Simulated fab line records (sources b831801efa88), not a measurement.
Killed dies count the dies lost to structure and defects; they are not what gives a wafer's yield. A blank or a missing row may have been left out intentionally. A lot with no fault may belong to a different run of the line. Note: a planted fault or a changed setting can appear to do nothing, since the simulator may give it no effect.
Which tool did it? ; flow gf180mcu ; 14 lots with 42 wafers sampled at 5 steps, on a route of 602 steps

## WHAT THE GAUGES SHOWED, per wafer
GF_MVSD_OVL_MEAS_07.
lot;measured;on;MVSD_OVL (nm)
L899;day 4 12:03;overlay-02;0.2 -1.0 -1.9
L900;day 4 17:03;overlay-02;-2.0 -1.6 -2.1
L902;day 5 07:50;overlay-02;0.2 -0.5 0.1
L904;day 5 17:11;overlay-02;-1.1 -1.6 -0.7
L905;day 5 21:09;overlay-02;-2.0 -1.5 -1.1
L906;day 6 04:12;overlay-01;-3.1 -2.9 -2.7
L915;day 8 10:42;overlay-01;-2.2 -1.6 -1.1
L916;day 8 14:53;overlay-01;-1.1 1.1 -0.6
L917;day 8 20:35;overlay-02;-2.1 -1.4 -2.3
L918;day 9 03:24;overlay-01;-0.5 -2.3 -1.7
L919;day 9 07:56;overlay-02;-0.6 0.7 0.9
L920;day 9 14:46;overlay-01;0.6 -1.3 -1.6
L921;day 9 21:50;overlay-02;-5.3 -2.6 -2.9
L922;day 10 02:44;overlay-01;1.3 0.6 0.5

GF_HV_LDD_CD_MEAS_07 targets a cd of 400 nm.
lot;measured;on;cd nm (nm)
L899;day 10 07:39;cd sem-02;398.3 398.6 397.1
L900;day 10 13:26;cd sem-01;397.2 399.2 400.3
L902;day 11 08:55;cd sem-01;399.6 399.5 399.2
L904;day 11 20:17;cd sem-02;224.7 396.2 397.6 224.5 396.0 398.1
L905;day 11 23:54;cd sem-01;401.6 402.3 402.0
L906;day 12 09:34;cd sem-02;398.4 222.3 397.8 398.7 222.3 398.1
L915;day 15 04:31;cd sem-01;403.2 402.0 404.7
L916;day 15 15:29;cd sem-01;402.5 405.1 401.2
L917;day 15 20:14;cd sem-01;401.0 401.6 400.8
L918;day 16 01:51;cd sem-02;397.4 399.0 398.3
L919;day 16 08:29;cd sem-02;398.0 398.4 398.8
L920;day 16 21:50;cd sem-01;398.7 397.0 399.0
L921;day 17 04:08;cd sem-02;398.8 400.5 398.1
L922;day 17 08:37;cd sem-02;395.5 397.2 397.7

GF_HV_LDD_OVL_MEAS_32.
lot;measured;on;HV_LDD_02_OVL (nm)
L899;day 11 22:16;overlay-01;1.9 1.0 2.2
L900;day 12 03:43;overlay-02;-1.0 -0.3 -0.4
L902;day 13 00:58;overlay-01;0.2 -1.2 -1.0
L904;day 13 12:19;overlay-01;0.3 -0.1 -0.3
L905;day 13 17:32;overlay-02;1.6 2.0 2.1
L906;day 14 04:16;overlay-02;0.1 0.1 0.4
L915;day 17 03:16;overlay-01;-1.3 -0.2 -0.1
L916;day 17 14:12;overlay-01;0.0 0.7 1.2
L917;day 17 18:42;overlay-02;0.4 0.3 -0.3
L918;day 18 00:55;overlay-02;2.6 3.1 3.2
L919;day 18 07:58;overlay-02;1.0 2.2 1.0
L920;day 18 21:55;overlay-01;1.9 1.5 1.1
L921;day 19 04:13;overlay-02;0.9 1.9 0.5
L922;day 19 08:52;overlay-02;-1.4 0.9 -0.4

## TOOL THAT RAN EACH LOT (tool first, then ch and the chambers of the sampled wafers, then the start)
lot;GF_MVSD_STRIP_10;GF_HV_LDD_DEVELOP_06
L899;plasma asher-02 ch 0,1, day 4 12:23;litho track-03 ch 0, day 10 07:31
L900;plasma asher-01 ch 0,1, day 4 17:23;litho track-04 ch 0, day 10 13:17
L902;plasma asher-02 ch 0,1, day 5 08:10;litho track-01 ch 0, day 11 08:46
L904;plasma asher-02 ch 0,1, day 5 17:50;litho track-01 ch 0, day 11 20:08
L905;plasma asher-04 ch 0,1, day 5 21:30;litho track-04 ch 0, day 11 23:46
L906;plasma asher-01 ch 0,1, day 6 04:32;litho track-01 ch 0, day 12 09:25
L915;plasma asher-01 ch 1, day 8 11:02;litho track-04 ch 0, day 15 04:22
L916;plasma asher-04 ch 0,1, day 8 15:14;litho track-04 ch 0, day 15 15:20
L917;plasma asher-02 ch 0,1, day 8 20:55;litho track-03 ch 0, day 15 20:05
L918;plasma asher-02 ch 0,1, day 9 03:44;litho track-03 ch 0, day 16 01:43
L919;plasma asher-02 ch 1, day 9 08:17;litho track-04 ch 0, day 16 08:20
L920;plasma asher-04 ch 0,1, day 9 15:07;litho track-04 ch 0, day 16 21:41
L921;plasma asher-02 ch 0,1, day 9 22:11;litho track-01 ch 0, day 17 03:59
L922;plasma asher-02 ch 1, day 10 03:04;litho track-01 ch 0, day 17 08:28
- GF_MVSD_STRIP_10: strips in O2/N2.
- GF_HV_LDD_DEVELOP_06: develop time 60 s.

## AS READ BY THE TOOLS THEMSELVES (means over the sampled wafers that have a number; for cases with no such wafer, the mark the record gives instead)
GF_MVSD_STRIP_10.
lot;tool;drypump motor current A (A);heater power w (W);oes product au (a.u.);strip time to endpoint s (s)
L899;plasma asher-02;6.4;384;0.718;37.06
L900;plasma asher-01;5.5;378;0.719;36.77
L902;plasma asher-02;6.2;360;0.722;36.80
L904;plasma asher-02;6.2;362;0.724;36.93
L905;plasma asher-04;5.7;320;0.724;36.80
L906;plasma asher-01;5.2;333;0.721;36.92
L915;plasma asher-01;5.8;422;0.723;36.89
L916;plasma asher-04;5.8;316;0.723;36.85
L917;plasma asher-02;6.4;382;0.722;37.03
L918;plasma asher-02;6.2;360;0.725;36.77
L919;plasma asher-02;6.6;392;0.723;36.81
L920;plasma asher-04;5.9;298;0.724;37.00
L921;plasma asher-02;6.4;382;0.722;36.88
L922;plasma asher-02;6.6;385;0.723;37.04

## THE ANSWER, worked out from the rows above alone
Rule: the usual values come from the lots themselves. Put in order of their means at a reading, lots are off if they are a third of the lots or fewer, leave a main group of 4 or more, and stand apart from it by a gap of 3 or more times the standard deviation of the main group's means; of several such gaps the widest counts. The tables above print the reading to a certain number of digits; a main group whose means all agree to those digits is not used. A lot without any number at a reading at which 4 lots or more have one is off too. Where the step has rows for the other lots, those lots are counted as sound. The gauges are gone through in route order, then the tools' own readings, and for those a lot's mean is taken as printed above. At the first step where some lot is off, the reading lying furthest off is the one used; lots without a number count as furthest.
Off: L904, L906, at GF_HV_LDD_CD_MEAS_07 (cd nm). The main group has a mean of 399.7 nm with a standard deviation of 2.
If a tool, at a process step before that reading, ran all the lots that are off and no sound lot after the first of them, it fits. Gauges at GF_HV_LDD_CD_MEAS_07: tried the same way as those tools. None of those tried fits.

## WHAT THE SIMULATOR HAD INSERTED
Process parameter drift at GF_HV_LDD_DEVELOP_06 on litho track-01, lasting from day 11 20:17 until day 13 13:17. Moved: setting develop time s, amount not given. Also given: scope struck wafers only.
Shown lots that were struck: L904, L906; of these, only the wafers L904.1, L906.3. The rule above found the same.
